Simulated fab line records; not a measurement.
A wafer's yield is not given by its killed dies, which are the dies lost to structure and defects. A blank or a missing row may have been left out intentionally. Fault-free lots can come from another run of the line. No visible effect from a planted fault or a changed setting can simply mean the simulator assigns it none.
A single fault, viewed from 2 desks    flow sky130    every desk sees just its own numbers, and what lay behind them comes last

## METROLOGY DESK
Lot by lot, what the gauges showed, no matter which tool ran the lot: averages of those sampled wafers that carry a number. If a lot's mean is further than 4 standard deviations from the usual mean, the lot is out of limits and carries the mark OUT (the distance appears in the brackets).
Columns: A = POLY_GATE_CVD_03_THK at SKY_POLY_GATE_THK_MEAS_04, usual 75.4 nm; B = VIA1_OVL at SKY_VIA1_OVL_MEAS_13, usual -1 nm
lot   first seen here  A     B
L226  day 15 10:16     75.3  1
L227  day 15 16:01     74.7  -2
L229  day 16 05:22     75.8  2
L231  day 17 01:42     74.2  4
L232  day 17 08:08     75.0  3
L233  day 17 19:33     75.9  4
L236  day 18 23:02     76.1  -4
L239  day 20 00:37     74.9  2
L242  day 21 01:55     75.9  -
L246  day 22 17:01     74.9  -6
L247  day 23 15:04     75.2  2
L248  day 23 15:04     74.6  -2
L249  day 24 11:31     76.2  -4
Result from this desk: across the 13 lots, nothing is out of limits.

## THE TOOL OWNER'S DESK: plasma asher-02
The tool's own readings at SKY_SD_N_STRIP_11 (strips in O2/N2): means of the sampled wafers that have a number, for each lot that ran on this tool. If a lot's mean is further than 4 standard deviations from the usual mean, the lot is out of limits and carries the mark OUT (the distance appears in the brackets).
Columns: A = chamber pressure mTorr at SKY_SD_N_STRIP_11, usual 1499.9 mTorr; B = drypump motor current A at SKY_SD_N_STRIP_11, usual 5.8 A; C = oes product au at SKY_SD_N_STRIP_11, usual 0.528 a.u.; D = strip time to endpoint s at SKY_SD_N_STRIP_11, usual 22.55 s
lot   first seen here  A       B    C                D
L227  day 28 15:06     1499.9  5.4  0.528            22.58
L231  day 29 16:46     1499.6  5.7  0.525            22.53
L242  day 33 07:40     1495.0  5.3  0.332 (-43) OUT  -
This desk's verdict: out of limits on L242, starting with L242 at day 33 07:40 (oes product au at SKY_SD_N_STRIP_11). Within limits: L227, L231.

## PUT TOGETHER
The tool owner's desk had the chance to raise an alarm at day 33 07:40 on L242.
From the metrology desk's view, nothing was out of limits.
The metrology desk has L242 on record, within its limits.
On plasma asher-02, each named lot ran SKY_SD_N_STRIP_11.

## WHAT WAS PUT IN BY THE SIMULATOR
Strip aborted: plasma asher-02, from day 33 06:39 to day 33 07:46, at SKY_SD_N_STRIP_11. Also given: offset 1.
Shown lots that were struck: L242.
Each desk's first reading out of limits, in hours after the fault started: the tool owner's desk, 1.
